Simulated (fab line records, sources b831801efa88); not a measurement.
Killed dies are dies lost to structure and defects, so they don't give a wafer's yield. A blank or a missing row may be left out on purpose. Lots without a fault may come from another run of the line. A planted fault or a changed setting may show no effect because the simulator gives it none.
fab line records | flow sky130 | part 1 of 2: steps 1 to 29 of 30
record lots=6 wafers=18 last_day=50
route steps=708 shown LI_CONTACT@375 LOCAL_INTERCONNECT@387 PAD_OPEN@708
lots that met no fault: from a run of the same line without faults
start_h: hours from the record's first day to the start of the lot's first wafer shown | wait_h: hours since the lot's step before | " the same as in the row above | L1.1+2: a row that stands for several wafers | - no value, or no start given | * or withheld: withheld | < > ~ a bound
route shown NAME@n: a module of which the file shows steps, and the number in the route of the first | usual: mean/standard deviation of fault-free wafers | same: alike in all rows | chamber/n: place in a boat | sites: the reading at each site | _std_site: their standard deviation | _edge_site: outer sites' mean less inner sites' | radius_mm: how far each site lies from the wafer's centre | mask NAME#n: copy n | behind: the tool/chamber that last shaped the wafer | hold: why the lot was held/for how many hours/how that ended | device: the transistor (n, p or np) that didn't switch | end of line: the same wafers' tests at the end of the route | a step without rows: its recipe alone | killed: dies lost to structure and defects at the first sort, not the wafer's yield | map: a wafer's dies, x killed, . not, _ none there
set.NAME: the setting as run; set.NAME@STEP: as run at that earlier step | model.NAME: the simulator's own value behind a step, which no gauge read
lots at some steps of the route; a table a step, a row a wafer
services: from which hour (start_h, from the record's first day; less than 0 if before it) a tool's chamber was out of use, for how many hours, and why
## steps
# step SKY_LI_CONTACT_OVL_MEAS_13
# usual LI_CONTACT_OVL=-3/6.8
# columns lot.wafer tool chamber start_h wait_h LI_CONTACT_OVL[nm]
L717.1 overlay-02 - 715.29 0.1 -7
L717.2 " - " " -8
L717.6 " - " " -8
L718.1 overlay-02 - 722.79 0.1 -4
L718.4 " - " " -5
L718.5 " - " " 3
L726.2 overlay-02 - 791.06 0.1 3
L726.3 " - " " 4
L726.6 " - " " 2
L733.2 overlay-01 - 840.86 0.1 6
L733.3 " - " " 2
L733.6 " - " " 1
L734.1 overlay-02 - 846.43 0.1 -5
L734.3 " - " " -9
L734.4 " - " " 0
L735.1 overlay-02 - 867.49 0.1 -4
L735.2 " - " " -4
L735.6 " - " " -4
# step SKY_LI_CONTACT_ETCH_14
# recipe chemistry=N2/H2 target=BARC ion_energy_ev=200 source_w=500 bias_w=100 pressure_mtorr=30 n2_flow_sccm=100 h2_flow_sccm=200 stop_on=SiO2 time_s=45.9 target_depth_a=600
# usual drypump_motor_current_A=5.6/0.53 oes_product_au=0.854/0.0048 throttle_valve_pct=13.224/0.0082
# columns lot.wafer tool chamber start_h wait_h drypump_motor_current_A oes_product_au rf_hours_counter_h throttle_valve_pct
L717.1 rie_diel-04 2 715.33 0.0 6.5 0.862 9 13.221
L717.2 " 1 " " 5.1 0.855 11 13.223
L717.6 " 3 " " 6.1 0.855 - 13.232
L718.1 rie_diel-04 3 722.83 0.0 6.1 0.854 31 13.241
L718.4 " 1 " " 5.1 0.858 11 13.231
L718.5 " 2 " " 6.5 0.852 - 13.233
L726.2 rie_diel-01 3 791.09 0.0 5.8 0.859 9 13.218
L726.3 " 0 " " 5.7 0.851 12 13.235
L726.6 " 1 " " 5.7 0.857 - 13.214
L733.2 rie_diel-02 0 840.89 0.0 5.0 0.855 11 13.227
L733.3 " 3 " " 5.9 0.854 7 13.224
L733.6 " 3 " " 5.9 0.856 - 13.220
L734.1 rie_diel-02 0 846.47 0.0 5.0 0.845 11 13.232
L734.3 " 3 " " 6.0 0.854 7 13.221
L734.4 " 1 " " 5.0 0.855 24 13.225
L735.1 rie_diel-02 0 867.53 0.0 5.1 0.850 12 13.215
L735.2 " 1 " " 5.0 0.851 24 13.224
L735.6 " 0 " " 5.0 0.849 - 13.220
# step SKY_LI_CONTACT_ETCH_15
# recipe target=PSG chemistry=C4F8/O2/Ar stop_on=Si taper_deg=4.15 mask_material=KrF-thick source_w=1500 bias_w=1200 pressure_mtorr=40 c4f8_flow_sccm=withheld O2_flow_sccm=6 Ar_flow_sccm=300 time_s=withheld target_depth_a=6000
# step SKY_LI_CONTACT_STRIP_16
# recipe chemistry=O2/N2 power_w=1400 pressure_mtorr=1500 platen_temp_c=withheld o2_flow_sccm=3000 n2_flow_sccm=300 overash_fraction=0.5
# usual drypump_motor_current_A=5.5/0.37 oes_product_au=0.375/0.0044 strip_time_to_endpoint_s=3.492/0.024
# columns lot.wafer tool chamber start_h wait_h drypump_motor_current_A oes_product_au rf_hours_counter_h strip_time_to_endpoint_s
L717.1 plasma_asher-02 1 715.46 - 5.3 0.374 102 3.489
L717.2 " 0 " " 5.3 0.373 102 3.463
L717.6 " 1 " " 5.4 0.382 - 3.473
L718.1 plasma_asher-04 1 722.96 - 5.0 0.373 90 3.508
L718.4 " 1 " " 4.9 0.375 - 3.446
L718.5 " 0 " " 5.5 0.375 - 3.461
L726.2 plasma_asher-04 0 791.22 - 5.5 0.383 96 3.487
L726.3 " 0 " " 5.5 0.370 - 3.481
L726.6 " 1 " " 5.0 0.368 - 3.471
L733.2 plasma_asher-01 1 841.02 - 5.9 0.365 70 3.494
L733.3 " 1 " " 5.8 0.377 - 3.465
L733.6 " 1 " " 5.9 0.376 - 3.453
L734.1 plasma_asher-04 0 846.59 - 5.5 0.383 102 3.523
L734.3 " 0 " " 5.5 0.381 - 3.512
L734.4 " 1 " " 4.9 0.382 - 3.496
L735.1 plasma_asher-04 0 867.66 - 5.4 0.377 104 3.515
L735.2 " 1 " " 4.9 0.372 104 3.502
L735.6 " 0 " " 5.5 0.378 - 3.504
# step SKY_LI_CONTACT_CLEAN_17
# recipe chemistry=NMP time_s=600 temp_c=60 dry=n2_spin
# step SKY_LI_CONTACT_PRE_CLEAN_18
# recipe gas=Ar time_s=5.6 bias_v=358
# step SKY_LI_CONTACT_SPUTTER_19
# recipe material=Ti target_thk_nm=20 chamber_pressure_pa=5 power_w=2500 substrate_temp_c=200 time_s=106.37
# usual chamber_pressure_pa=4.999/0.01 throttle_valve_pct=29.7/0.71
# columns lot.wafer tool chamber start_h wait_h chamber_pressure_pa throttle_valve_pct
L717.1 pvd_sputter-04 - 715.77 0.0 5.001 29.7
L717.2 " - " " 4.997 30.7
L717.6 " - " " 5.006 30.8
L718.1 pvd_sputter-03 - 723.25 0.0 5.017 27.7
L718.4 " - " " 5.003 30.5
L718.5 " - " " 5.010 30.2
L726.2 pvd_sputter-03 - 791.52 0.0 4.995 30.4
L726.3 " - " " 4.992 27.7
L726.6 " - " " 4.998 30.0
L733.2 pvd_sputter-01 - 841.32 0.0 5.007 29.7
L733.3 " - " " 5.013 30.4
L733.6 " - " " 5.021 29.9
L734.1 pvd_sputter-01 - 846.89 0.0 5.019 30.2
L734.3 " - " " 4.989 29.8
L734.4 " - " " 5.000 29.3
L735.1 pvd_sputter-01 - 867.98 0.0 5.002 29.4
L735.2 " - " " 5.010 29.8
L735.6 " - " " 4.976 29.2
# step SKY_LI_CONTACT_SPUTTER_20
# recipe material=TiN target_thk_nm=20 chamber_pressure_pa=5 power_w=4000 time_s=80
# step SKY_LI_CONTACT_CVD_21
# recipe material=W target_thk_nm=400 time_s=120.56 temp_c=400 pressure_torr=40
# usual heater_power_w=891/55
# columns lot.wafer tool chamber start_h wait_h heater_power_w
L717.1 cvd_w-02 1 715.90 0.0 893
L717.2 " 0 " " 939
L717.6 " 0 " " 923
L718.1 cvd_w-01 1 723.39 0.0 759
L718.4 " 0 " " 872
L718.5 " 0 " " 860
L726.2 cvd_w-01 1 791.65 0.0 771
L726.3 " 0 " " 868
L726.6 " 1 " " 772
L733.2 cvd_w-02 1 841.45 0.0 923
L733.3 " 0 " " 949
L733.6 " 0 " " 937
L734.1 cvd_w-02 1 847.02 0.0 901
L734.3 " 0 " " 949
L734.4 " 1 " " 901
L735.1 cvd_w-02 0 868.12 0.0 947
L735.2 " 0 " " 933
L735.6 " 0 " " 945
# step SKY_LI_CONTACT_RS_MEAS_22
# recipe thk_meas_gauge=four-point-probe reads=W_of_LI_CONTACT_CVD_21+TiN_of_LI_CONTACT_SPUTTER_20+Ti_of_LI_CONTACT_SPUTTER_19
# usual LI_CONTACT_W_RS=0.2833/0.0028
# columns lot.wafer tool chamber start_h wait_h LI_CONTACT_W_RS[ohm/sq]
L717.1 film_metro-03 - 716.03 0.1 0.2849
L717.2 " - " " 0.2788
L717.6 " - " " 0.2801
L718.1 film_metro-03 - 723.51 0.1 0.2827
L718.4 " - " " 0.2816
L718.5 " - " " 0.2826
L726.2 film_metro-01 - 791.80 0.1 0.2814
L726.3 " - " " 0.2800
L726.6 " - " " 0.2813
L733.2 film_metro-04 - 841.60 0.1 0.2875
L733.3 " - " " 0.2824
L733.6 " - " " 0.2842
L734.1 film_metro-04 - 847.15 0.1 0.2849
L734.3 " - " " 0.2842
L734.4 " - " " 0.2864
L735.1 film_metro-01 - 868.37 0.2 0.2856
L735.2 " - " " 0.2873
L735.6 " - " " 0.2836
# step SKY_LI_CONTACT_THK_MEAS_23
# recipe thk_meas_gauge=xrf reads=W_of_LI_CONTACT_CVD_21
# usual LI_CONTACT_W_THK=405/6.1
# columns lot.wafer tool chamber start_h wait_h LI_CONTACT_W_THK[nm]
L717.1 film_metro-03 - 716.15 0.1 403
L717.2 " - " " 411
L717.6 " - " " 406
L718.1 film_metro-03 - 723.63 0.1 410
L718.4 " - " " 409
L718.5 " - " " 408
L726.2 film_metro-01 - 791.91 0.1 410
L726.3 " - " " 413
L726.6 " - " " 412
L733.2 film_metro-04 - 841.71 0.1 395
L733.3 " - " " 401
L733.6 " - " " 397
L734.1 film_metro-04 - 847.27 0.1 398
L734.3 " - " " 401
L734.4 " - " " 397
L735.1 film_metro-01 - 868.49 0.1 400
L735.2 " - " " 391
L735.6 " - " " 400
# step SKY_LI_CONTACT_CMP_24
# recipe stop_on=PSG t_overpolish_s=20 down_force_psi=3.5 platen_rpm=60 target_thk_nm=0 pad_velocity_m_s=0.94248
# usual motor_current_A=11.1/0.89 overpolish_run_s=20.000/0.0081 slurry_flow_ml_min=150.0/0.47 time_to_endpoint_s=99/3
# columns lot.wafer tool chamber start_h wait_h motor_current_A overpolish_run_s slurry_flow_ml_min time_to_endpoint_s
L717.2 cmp-02 3 716.26 0.1 11.7 20.003 150.2 100
L717.1 " 0 " " 9.4 20.012 150.5 97
L717.6 " 2 " " 11.7 19.995 149.7 99
L718.4 cmp-02 3 723.69 0.0 11.7 20.000 150.5 99
L718.1 " 1 " " 11.6 19.997 149.9 99
L718.5 " 3 " " 11.7 20.000 150.2 98
L726.2 cmp-01 1 791.96 0.0 12.2 20.003 150.5 99
L726.3 " 0 " " 10.3 19.999 149.9 96
L726.6 " 1 " " 12.8 20.004 150.7 99
L733.2 cmp-01 1 841.76 0.0 12.3 19.998 150.2 99
L733.3 " 0 " " 10.7 20.010 149.2 101
L733.6 " 1 " " 11.9 20.002 150.3 102
L734.4 cmp-01 0 847.38 0.1 11.2 19.996 150.4 95
L734.1 " 1 " " 12.0 19.993 149.5 98
L734.3 " 2 " " 9.9 19.989 149.2 102
L735.2 cmp-02 3 868.55 0.0 11.7 20.004 149.4 98
L735.1 " 0 " " 9.6 19.987 150.3 96
L735.6 " 0 " " 9.7 19.987 149.7 98
# step SKY_LOCAL_INTERCONNECT_SPUTTER_00
# recipe material=TiN target_thk_nm=100 temp_c=300 power_w=6500 time_s=83.3 chamber_pressure_pa=0.4
# usual chamber_pressure_pa=0.4002/0.00084 throttle_valve_pct=29.2/1.4
# columns lot.wafer tool chamber start_h wait_h chamber_pressure_pa throttle_valve_pct model.TiN_of_LOCAL_INTERCONNECT_SPUTTER_00.thk_nm
L717.1 pvd_sputter-03 - 716.51 0.1 0.3997 27.8 49.03
L717.2 " - " " 0.4010 28.9 100.3
L717.6 " - " " 0.4009 28.7 100.3
L718.1 pvd_sputter-03 - 723.99 0.1 0.4012 27.8 47.12
L718.4 " - " " 0.4001 30.3 98.81
L718.5 " - " " 0.4002 27.6 48.19
L726.2 pvd_sputter-04 - 792.26 0.2 0.4013 30.9 100.3
L726.3 " - " " 0.4015 30.2 101.7
L726.6 " - " " 0.4007 30.9 100.6
L733.2 pvd_sputter-02 - 842.08 0.3 0.3996 30.2 100.4
L733.3 " - " " 0.3994 26.3 99.75
L733.6 " - " " 0.4001 26.4 99.51
L734.1 pvd_sputter-03 - 847.63 0.1 0.3991 28.9 99.85
L734.3 " - " " 0.3998 27.7 100.9
L734.4 " - " " 0.4003 27.9 101.2
L735.1 pvd_sputter-03 - 868.85 0.2 0.4011 28.0 101.2
L735.2 " - " " 0.4009 30.2 100.7
L735.6 " - " " 0.3996 29.7 100.3
# step SKY_LOCAL_INTERCONNECT_RS_MEAS_01
# recipe thk_meas_gauge=four-point-probe reads=TiN_of_LOCAL_INTERCONNECT_SPUTTER_00
# usual LOCAL_INTERCONNECT_TIN_RS=14.07/0.12
# columns lot.wafer tool chamber start_h wait_h hold LOCAL_INTERCONNECT_TIN_RS[ohm/sq]
L717.1 film_metro-02 - 716.57 0.0 await_dispo/0.2h/release 30.14
L717.2 " - " " await_dispo/0.2h/release 14.06
L717.6 " - " " await_dispo/0.2h/release 14.12
L717.1 film_metro-02 - 716.86 0.3 - 30.15
L717.2 " - " " - 14.06
L717.6 " - " " - 14.05
L718.1 film_metro-03 - 724.06 0.0 await_dispo/0.2h/release 31.49
L718.4 " - " " await_dispo/0.2h/release 14.33
L718.5 " - " " await_dispo/0.2h/release 30.82
L718.1 film_metro-03 - 724.34 0.3 - 31.58
L718.4 " - " " - 14.33
L718.5 " - " " - 30.88
L726.2 film_metro-01 - 792.34 0.1 - 14.08
L726.3 " - " " - 13.86
L726.6 " - " " - 14.06
L733.2 film_metro-03 - 842.16 0.1 - 14.09
L733.3 " - " " - 14.16
L733.6 " - " " - 14.20
L734.1 film_metro-01 - 847.69 0.0 - 14.19
L734.3 " - " " - 14.04
L734.4 " - " " - 13.96
L735.1 film_metro-01 - 868.92 0.0 - 13.97
L735.2 " - " " - 14.05
L735.6 " - " " - 14.11
# step SKY_LOCAL_INTERCONNECT_THK_MEAS_02
# recipe thk_meas_gauge=xrf reads=TiN_of_LOCAL_INTERCONNECT_SPUTTER_00
# usual LOCAL_INTERCONNECT_TIN_THK=100.7/1.1
# columns lot.wafer tool chamber start_h wait_h hold LOCAL_INTERCONNECT_TIN_THK[nm]
L717.1 film_metro-02 - 719.91 3.0 await_dispo/0.2h/release 49.1
L717.2 " - " " await_dispo/0.2h/release 100.2
L717.6 " - " " await_dispo/0.2h/release 100.2
L717.1 film_metro-02 - 720.13 0.2 - 49.0
L717.2 " - " " - 100.0
L717.6 " - " " - 100.0
L718.1 film_metro-03 - 726.13 1.8 await_dispo/0.2h/release 47.4
L718.4 " - " " await_dispo/0.2h/release 99.2
L718.5 " - " " await_dispo/0.2h/release 48.3
L718.1 film_metro-03 - 726.35 0.2 - 47.3
L718.4 " - " " - 99.1
L718.5 " - " " - 48.4
L726.2 film_metro-01 - 792.45 0.1 - 100.6
L726.3 " - " " - 101.9
L726.6 " - " " - 101.3
L733.2 film_metro-03 - 842.27 0.1 - 101.0
L733.3 " - " " - 100.2
L733.6 " - " " - 99.8
L734.1 film_metro-01 - 847.81 0.1 - 101.0
L734.3 " - " " - 102.0
L734.4 " - " " - 101.8
L735.1 film_metro-01 - 869.04 0.1 - 102.6
L735.2 " - " " - 101.9
L735.6 " - " " - 101.4
# step SKY_LOCAL_INTERCONNECT_HMDS_04
# recipe prime_time_s=60 prime_temp_c=120
# step SKY_LOCAL_INTERCONNECT_COAT_05
# recipe resist=BARC temp_c=withheld time_s=withheld spin_rpm=3000 resist_thk_nm=60
# step SKY_LOCAL_INTERCONNECT_COAT_06
# recipe resist=KrF-thick spin_rpm=3000 resist_thk_nm=450
# step SKY_LOCAL_INTERCONNECT_SOFTBAKE_07
# recipe temp_c=100 time_s=90 resist=KrF-thick
# step SKY_LOCAL_INTERCONNECT_EXPOSE_08
# recipe mask_id=LI1M na=0.8 source_shape=annular sigma_inner=0.55 sigma_outer=0.85 target_cd_nm=170 dose_mj=28
# step SKY_LOCAL_INTERCONNECT_PEB_09
# recipe peb_temp_c=withheld peb_time_s=withheld resist=KrF-thick
# step SKY_LOCAL_INTERCONNECT_DEVELOP_10
# recipe develop_time_s=60 resist=KrF-thick dev_temp_c=21
# step SKY_LOCAL_INTERCONNECT_CD_MEAS_11
# recipe target_cd_nm=170
# usual cd_nm=170.1/1.6
# columns lot.wafer tool chamber start_h wait_h cd_nm
L717.1 cd_sem-01 - 743.72 - 168.2
L717.2 " - " " 169.9
L717.6 " - " " 168.6
L718.1 cd_sem-01 - 751.63 - 167.2
L718.4 " - " " 168.8
L718.5 " - " " 168.1
L726.2 cd_sem-01 - 818.88 - 172.2
L726.3 " - " " 172.6
L726.6 " - " " 172.2
L733.2 cd_sem-01 - 869.24 - 171.6
L733.3 " - " " 170.0
L733.6 " - " " 171.4
L734.1 cd_sem-02 - 874.01 - 168.3
L734.3 " - " " 167.9
L734.4 " - " " 169.2
L735.1 cd_sem-02 - 894.23 - 169.4
L735.2 " - " " 170.6
L735.6 " - " " 170.8
# step SKY_LOCAL_INTERCONNECT_OVL_MEAS_12
# usual LOCAL_INTERCONNECT_OVL=-2/3.8
# columns lot.wafer tool chamber start_h wait_h LOCAL_INTERCONNECT_OVL[nm]
L717.1 overlay-02 - 743.84 0.1 -7
L717.2 " - " " -7
L717.6 " - " " -6
L718.1 overlay-01 - 751.75 0.1 -1
L718.4 " - " " -7
L718.5 " - " " 0
L726.2 overlay-02 - 818.98 0.1 -2
L726.3 " - " " 0
L726.6 " - " " 3
L733.2 overlay-02 - 869.35 0.1 1
L733.3 " - " " 0
L733.6 " - " " 2
L734.1 overlay-01 - 874.13 0.1 -2
L734.3 " - " " 0
L734.4 " - " " 3
L735.1 overlay-01 - 894.35 0.1 2
L735.2 " - " " 1
L735.6 " - " " 1
# step SKY_LOCAL_INTERCONNECT_ETCH_13
# recipe chemistry=N2/H2 target=BARC ion_energy_ev=200 bias_w=100 pressure_mtorr=30 n2_flow_sccm=100 h2_flow_sccm=200 icp_w=500 stop_on=SiO2 time_s=45.9 target_depth_a=600
# step SKY_LOCAL_INTERCONNECT_METAL_ETCH_14
# recipe target_depth_nm=110 stop_on=PSG chemistry=Cl2/BCl3 target=TiN resist_sidewall_deg=88 pressure_mtorr=10 icp_w=900 bias_w=48.5 Cl2_flow_sccm=60 bcl3_flow_sccm=30 time_s=31.4
# usual bcl3_flow_sccm=30.01/0.089 drypump_motor_current_A=5.8/0.47 he_backside_leak_sccm=3.35/0.18 oes_product_au=0.943/0.0059 throttle_valve_pct=21.899/0.0093
# columns lot.wafer tool chamber start_h wait_h bcl3_flow_sccm drypump_motor_current_A he_backside_leak_sccm oes_product_au rf_hours_counter_h throttle_valve_pct
L717.1 rie_metal-01 0 743.94 0.0 29.84 6.3 3.17 0.650 3 22.092
L717.2 " 1 " " 30.05 5.9 3.67 0.943 9 21.902
L717.6 " 1 " " 30.06 5.9 3.53 0.943 - 21.907
L718.1 rie_metal-03 0 751.85 0.0 29.97 5.0 3.34 0.647 6 22.105
L718.4 " 1 " " 30.07 5.8 3.46 0.940 - 21.899
L718.5 " 1 " " 29.98 5.9 3.20 0.641 - 22.092
L726.2 rie_metal-04 0 819.08 0.0 29.92 6.1 3.30 0.942 4 21.896
L726.3 " 0 " " 29.87 6.1 3.36 0.947 - 21.896
L726.6 " 0 " " 29.96 6.2 3.23 0.945 - 21.898
L733.2 rie_metal-04 0 869.52 0.1 30.16 6.1 3.27 0.945 - 21.913
L733.3 " 0 " " 30.00 6.2 3.46 0.942 - 21.906
L733.6 " 0 " " 30.05 6.1 3.15 0.935 - 21.891
L734.1 rie_metal-04 0 874.29 0.1 30.06 6.1 3.49 0.930 7 21.907
L734.3 " 0 " " 30.05 6.2 3.44 0.959 - 21.904
L734.4 " 0 " " 30.04 6.2 3.41 0.950 - 21.892
L735.1 rie_metal-01 0 894.45 0.0 30.10 6.3 3.11 0.947 9 21.899
L735.2 " 1 " " 29.74 5.9 3.49 0.941 15 21.910
L735.6 " 1 " " 29.94 5.9 3.39 0.939 - 21.885
# step SKY_LOCAL_INTERCONNECT_STRIP_15
# recipe chemistry=O2/N2 power_w=1400 pressure_mtorr=1500 platen_temp_c=withheld o2_flow_sccm=3000 n2_flow_sccm=300 overash_fraction=0.5
# step SKY_LOCAL_INTERCONNECT_STRIP_16
# recipe chemistry=post_etch_residue_remover time_s=1200 temp_c=72.5
# columns lot.wafer tool chamber start_h wait_h model.TiN_of_LOCAL_INTERCONNECT_SPUTTER_00.thk_nm
L717.1 wet_bench-03 3 744.09 0.1 48.61
L717.2 " 3 " " 99.9
L717.6 " 3 " " 99.88
L718.1 wet_bench-01 3 752.00 0.1 46.7
L718.4 " 3 " " 98.39
L718.5 " 3 " " 47.77
L726.2 wet_bench-03 2 819.23 0.1 99.88
L726.3 " 2 " " 101.3
L726.6 " 2 " " 100.2
L733.2 wet_bench-03 0 869.71 0.1 99.98
L733.3 " 0 " " 99.34
L733.6 " 0 " " 99.09
L734.1 wet_bench-01 0 874.49 0.1 99.43
L734.3 " 0 " " 100.5
L734.4 " 0 " " 100.7
L735.1 wet_bench-03 1 894.60 0.1 100.7
L735.2 " 1 " " 100.3
L735.6 " 1 " " 99.91
# step SKY_LOCAL_INTERCONNECT_CLEAN_17
# recipe chemistry=IPA time_s=180 temp_c=25
## key
first_sign step=SKY_LOCAL_INTERCONNECT_RS_MEAS_01 reading=visit direction=added
effect step=SKY_LOCAL_INTERCONNECT_RS_MEAS_01 reading=LOCAL_INTERCONNECT_TIN_RS direction=up sigmas=99+ usual=14.07 struck=30.82
effect step=SKY_LOCAL_INTERCONNECT_THK_MEAS_02 reading=visit direction=added
effect step=SKY_LOCAL_INTERCONNECT_THK_MEAS_02 reading=LOCAL_INTERCONNECT_TIN_THK direction=down sigmas=48 usual=100.7 struck=48.2
effect step=SKY_LOCAL_INTERCONNECT_METAL_ETCH_14 reading=oes_product_au direction=down sigmas=50 usual=0.943 struck=0.646
model_effect step=SKY_LOCAL_INTERCONNECT_SPUTTER_00 value=TiN_of_LOCAL_INTERCONNECT_SPUTTER_00.thk_nm without=100.3 struck=48.12
model_effect step=SKY_LOCAL_INTERCONNECT_STRIP_16 value=TiN_of_LOCAL_INTERCONNECT_SPUTTER_00.thk_nm without=99.92 struck=47.7
model_effect step=SKY_PAD_OPEN_PROBE_99 value=etest.res_li.line_ohm_um without=76.61 struck=160.6
met_at SKY_LOCAL_INTERCONNECT_SPUTTER_00
struck_wafers L717.1,L718.1,L718.5
tester_left_out L717,L718
fault kind=process_parameter_drift tool=pvd_sputter-03 chamber=- onset_h=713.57 steps=SKY_LOCAL_INTERCONNECT_SPUTTER_00 channel=time_s offset=* shape=step end_h=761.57 acts_in=* stated=* scope=struck_wafers_only
# tester_left_out: of these lots the tester's yield and bins aren't shown, on N5 and GAA mostly nor the transistor test; their killed dies are dies lost to structure and defects alone, not to doping, threshold or leakage, so they don't give the yield
